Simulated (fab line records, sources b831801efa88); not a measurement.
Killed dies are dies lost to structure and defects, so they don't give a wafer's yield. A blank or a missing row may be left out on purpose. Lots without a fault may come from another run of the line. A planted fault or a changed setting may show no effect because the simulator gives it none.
A struck lot beside a sound one | flow sky130 | 17 steps out of a route of 708
Sound: wafers L980.2, L980.5, L980.6. Struck: wafers L984.1, L984.2, L984.6. The cause comes at the end.
At each step with rows: each side's tool, then ch and its chambers, then its first start. Under that, the readings that differ: sound wafers | struck wafers | difference of the means | sigmas: that difference in standard deviations of wafers without a fault.
alike: readings whose means differ by less than 2 such deviations, and words and numbers that are the same on both sides. not compared: withheld readings, readings that some wafer has no value for, bounds like >300 that may hide the same value, and numbers for which the record gives no deviation and whose values overlap.
The two part at a step that has a row with sigmas, a row that says differs or no value, or rows on one side only. Numbers that don't overlap but have no deviation are shown without sigmas and don't part them. A reading that every wafer of one side lacks parts them only if that side has two wafers or more.

SKY_VT_ADJUST_HVTR_OVL_MEAS_08:
  sound on overlay-01, day 10 00:37; struck on overlay-01, day 11 04:26
  alike: VT_ADJUST_HVTR_OVL
then, 1 step without rows for these wafers: SKY_VT_ADJUST_HVTR_IMPLANT_09.
SKY_VT_ADJUST_HVTR_STRIP_10: strips in O2/N2.
  sound on plasma_asher-01 ch 0,1, day 10 00:47; struck on plasma_asher-01 ch 0,1, day 11 04:37
  alike: drypump_motor_current_A, oes_product_au, strip_time_to_endpoint_s
  not compared: rf_hours_counter_h
SKY_VT_ADJUST_HVTR_TW_MEAS_11:
  sound on film_metro-01, day 10 00:54; struck on film_metro-01, day 11 04:43
  alike: VT_ADJUST_HVTR_TW
then, 7 steps without rows for these wafers: SKY_VT_ADJUST_PCH_DEHYDRATE_00 (time 60 s); SKY_VT_ADJUST_PCH_HMDS_01 (prime time 60 s); SKY_VT_ADJUST_PCH_COAT_02 (resist thk 3000 nm); SKY_VT_ADJUST_PCH_SOFTBAKE_03; SKY_VT_ADJUST_PCH_EXPOSE_04 (exposes mask NWM, target cd 840 nm); SKY_VT_ADJUST_PCH_PEB_05; SKY_VT_ADJUST_PCH_DEVELOP_06 (develop time 60 s).
SKY_VT_ADJUST_PCH_OVL_MEAS_07:
  sound on overlay-01, day 10 22:43; struck on overlay-02, day 12 04:37
  alike: VT_ADJUST_PCH_OVL
SKY_VT_ADJUST_PCH_IMPLANT_08:
  sound on implanter-02 ch 0, day 10 22:46; struck on implanter-02 ch 0, day 12 04:58
  alike: beam_energy_keV
SKY_VT_ADJUST_PCH_STRIP_09: strips in O2/N2.
  sound on plasma_asher-02 ch 0,1, day 10 22:54; struck on plasma_asher-01 ch 0,1, day 12 05:07
  alike: drypump_motor_current_A, oes_product_au, strip_time_to_endpoint_s
  not compared: rf_hours_counter_h
SKY_VT_ADJUST_PCH_TW_MEAS_10:
  sound on film_metro-01, day 10 23:01; struck on film_metro-01, day 12 05:26
  reading          | sound             | struck            | difference | sigmas
  VT_ADJUST_PCH_TW | 145.3 145.7 144.5 | 175.6 176.8 175.3 | +30.7      | +20
then, 1 step without rows for these wafers: SKY_SONOS_TUNNEL_DEHYDRATE_00 (time 60 s).
-- the record jumps here: 35 days lie between the struck wafers' starts before and after (it left off in module SONOS_TUNNEL and takes up again in module PAD_OPEN, whose first step shown is number 708 of the route) --
SKY_PAD_OPEN_PROBE_99:
  sound on prober-01, day 46 08:46; struck on prober-01, day 47 05:29
  reading                                | sound                         | struck                        | difference | sigmas
  killed_at_M4_up                        | 6 2 7                         | 1 0 2                         | -4         | -2
  model.etest.nfet_16v.r_on_ohm_um       | 1.389e+04 1.384e+04 1.382e+04 | 1.466e+04 1.468e+04 1.477e+04 | +8.533e+02 |
  model.etest.pfet_g5v0d10v5.r_on_ohm_um | 4765 4842 4813                | 4534 4447 4525                | -305       |
  model.etest.tip_p.rs_ohm_sq            | 6782 6805 6776                | 6697 6656 6691                | -106       |
  model.etest.tip_p_5v.rs_ohm_sq         | 2900 2904 2902                | 2810 2807 2814                | -92        |
  model.etest.pfet_g5v0d10v5.drive_ua_um | 335.7 337.2 337.5             | 363.5 369.4 362.6             | +28.4      |
  model.etest.pfet_01v8_lvt.drive_ua_um  | 173.7 171.2 171.4             | 191.6 194.2 195.5             | +21.7      |
  model.etest.pfet_01v8.drive_ua_um      | 197.5 194.8 194.9             | 206.1 214.1 211.1             | +14.7      |
  model.etest.pfet_16v.drive_ua_um       | 237.1 238.9 235.9             | 261.2 259 257.9               | +22.1      |
  alike: killed_at_M0_to_M3, killed_at_contacts, killed_at_front_end, killed_at_other, killed_dies, killed_open, killed_short

WHERE THEY PART
First at SKY_VT_ADJUST_PCH_TW_MEAS_10; last, within this record, at SKY_PAD_OPEN_PROBE_99.

WHY: what the simulator had put in
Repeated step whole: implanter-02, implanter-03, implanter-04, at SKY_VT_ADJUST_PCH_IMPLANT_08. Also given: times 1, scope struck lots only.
